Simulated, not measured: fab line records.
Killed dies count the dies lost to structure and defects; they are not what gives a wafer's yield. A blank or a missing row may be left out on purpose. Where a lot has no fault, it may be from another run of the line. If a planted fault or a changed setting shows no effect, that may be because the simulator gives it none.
Matching of chambers | flow sfq line | 4 sister chambers for SFQ_TRILAYER_I3_VIA_ETCH_VIA_ETCH_088 on rie diel-03
The step etches SiO2 in CHF3, stops on Nb, target depth 260 nm. 4 wafers are shown with their chamber, then 7 later ones without.

== EACH WAFER AND ITS CHAMBER ==
wafer  | chamber | drypump motor current A (A)
L980.2 | 1       | 6.5
L980.4 | 0       | 5.1
L980.5 | 2       | 6.5
L985.5 | 3       | 5.2

== WAFERS WITH NO CHAMBER GIVEN ==
wafer  | drypump motor current A (A)
L985.6 | 5.1
L986.1 | 5.1
L986.3 | 6.5
L986.5 | 5.2
L989.2 | 5.2
L989.3 | 5.0
L989.4 | 6.5

== WHICH CHAMBER EACH WENT THROUGH ==
wafer  | from the rows above     | in truth
L985.6 | 0                       | 0
L986.1 | 0                       | 0
L986.3 | can't be placed: 1 or 2 | 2
L986.5 | 3                       | 3
L989.2 | 3                       | 3
L989.3 | 0                       | 0
L989.4 | can't be placed: 1 or 2 | 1
5 of 7 placed correctly. Can't be placed from these rows: 2 (the true chamber is among the candidates in 2). Number placed wrongly: 0.
How it was worked out, from the rows above alone: a wafer's distance from a chamber is the root of the sum, over the readings, of the square of ((its reading less the chamber's mean) divided by the reading's scatter). The wafer belongs to the nearest chamber; if the next one is less than 2 further off, it can't be placed. Each chamber's mean is taken over the wafers shown for it. The scatter: with one shown wafer a chamber, the root of the mean of the squares of how far each hidden wafer lies from its nearest shown one.
